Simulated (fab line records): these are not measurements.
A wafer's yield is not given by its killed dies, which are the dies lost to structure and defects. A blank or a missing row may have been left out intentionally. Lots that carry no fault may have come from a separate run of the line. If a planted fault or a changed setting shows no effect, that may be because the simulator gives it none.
Comparing a struck lot with a sound one | flow sky130 | 25 steps out of a route of 708
Sound: these wafers, L715.2, L715.4, L715.6. Struck: wafers L724.1, L724.3, L724.6. The cause comes at the end.
Order at every step that has rows: each side's tool, ch and its chambers, its first start. Under that, the readings that differ: sound wafers | struck wafers | difference of the means | sigmas: that difference in standard deviations of wafers without a fault.
alike: readings with means less than 2 such deviations apart, plus words and numbers identical on both sides. not compared: withheld readings, readings lacking a value on some wafer, bounds such as >300 that could conceal the same value, and numbers that have no deviation in the record and whose values overlap.
The two part at a step that has a row with sigmas, a row that says differs or no value, or rows on one side only. Numbers that have no deviation but don't overlap get no sigmas and don't part them. Lack of a reading on every wafer of one side parts them only where that side has two or more wafers.

SKY_NWELL_RS_MEAS_31: a four-point-probe measurement.
  sound: filmMetro-03 at day 7 10:00; struck: filmMetro-04 at day 10 05:11
  alike: PWDE_RS
then, 7 steps without rows for these wafers: SKY_VT_ADJUST_HVTP_DEHYDRATE_00 (time 60 s); SKY_VT_ADJUST_HVTP_HMDS_01 (prime time 60 s); SKY_VT_ADJUST_HVTP_COAT_02 (resist thk 1140 nm); SKY_VT_ADJUST_HVTP_SOFTBAKE_03 (time 60 s); SKY_VT_ADJUST_HVTP_EXPOSE_04 (exposes mask HVTPM, target cd 380 nm); SKY_VT_ADJUST_HVTP_PEB_05; SKY_VT_ADJUST_HVTP_DEVELOP_06 (develop time 60 s).
SKY_VT_ADJUST_HVTP_CD_MEAS_07 targets a cd of 380 nm.
  sound: cdSem-02 at day 8 06:16; struck: cdSem-02 at day 11 03:41
  alike: cdNm
SKY_VT_ADJUST_HVTP_OVL_MEAS_08:
  sound: overlay-02 at day 8 06:22; struck: overlay-01 at day 11 03:48
  alike: VT_ADJUST_HVTP_OVL
after that, 1 step had no rows for these wafers: SKY_VT_ADJUST_HVTP_IMPLANT_09.
SKY_VT_ADJUST_HVTP_STRIP_10: strips in O2/N2.
  sound on plasmaAsher-02 ch 0, day 8 06:32; struck on plasmaAsher-02 ch 0, day 11 03:59
  no value came back on the struck wafers for any of 5 readings (chamberPressureMTorr (mTorr), drypumpMotorCurrentA (A) and others); on the sound wafers chamberPressureMTorr (mTorr) reads 1501.1 1499.0 1498.9
reading                                            | sound | struck         | difference | sigmas
model.NOVOLAK_of_VT_ADJUST_HVTP_COAT_02.thkNm (nm) | 0 0 0 | 1141 1143 1145 | +1143      | 
  not compared: rfHoursCounterH
SKY_VT_ADJUST_HVTP_TW_MEAS_11:
  sound: filmMetro-04 at day 8 06:39; struck: filmMetro-02 at day 11 04:05
  alike: VT_ADJUST_HVTP_TW
then, 7 steps without rows for these wafers: SKY_VT_ADJUST_LVTN_DEHYDRATE_00 (time 60 s); SKY_VT_ADJUST_LVTN_HMDS_01 (prime time 60 s); SKY_VT_ADJUST_LVTN_COAT_02 (resist thk 3000 nm); SKY_VT_ADJUST_LVTN_SOFTBAKE_03; SKY_VT_ADJUST_LVTN_EXPOSE_04 (exposes mask NWM COMPLEMENT LESS NATIVE, target cd 840 nm); SKY_VT_ADJUST_LVTN_PEB_05; SKY_VT_ADJUST_LVTN_DEVELOP_06 (develop time 60 s).
SKY_VT_ADJUST_LVTN_OVL_MEAS_07:
  sound: overlay-01 at day 9 02:53; struck: overlay-01 at day 12 03:19
  alike: VT_ADJUST_LVTN_OVL
after that, 1 step had no rows for these wafers: SKY_VT_ADJUST_LVTN_IMPLANT_08.
SKY_VT_ADJUST_LVTN_STRIP_09: strips in O2/N2.
  sound on plasmaAsher-03 ch 0,1, day 9 03:04; struck on plasmaAsher-01 ch 0,1, day 12 03:30
reading                  | sound             | struck            | difference | sigmas
stripTimeToEndpointS (s) | 36.83 36.78 36.91 | 53.95 54.07 54.10 | +17.20     | +99 or more
  alike: chamberPressureMTorr, drypumpMotorCurrentA, oesProductAu
  not compared: rfHoursCounterH
SKY_VT_ADJUST_LVTN_TW_MEAS_10:
  sound: filmMetro-03 at day 9 03:11; struck: filmMetro-04 at day 12 03:36
reading           | sound       | struck   | difference | sigmas
VT_ADJUST_LVTN_TW | 242 243 243 | 29 30 30 | -213       | -50
then, 1 step without rows for these wafers: SKY_VT_ADJUST_LVTN_DEHYDRATE_11 (time 60 s).

== WHERE THEY PART ==
At SKY_VT_ADJUST_HVTP_STRIP_10 first; at SKY_VT_ADJUST_LVTN_TW_MEAS_10 last (within this record only).

WHY: what had been put in by the simulator
Step skipped in full: plasmaAsher-02, at SKY_VT_ADJUST_HVTP_STRIP_10, from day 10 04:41 onward. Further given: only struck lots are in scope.
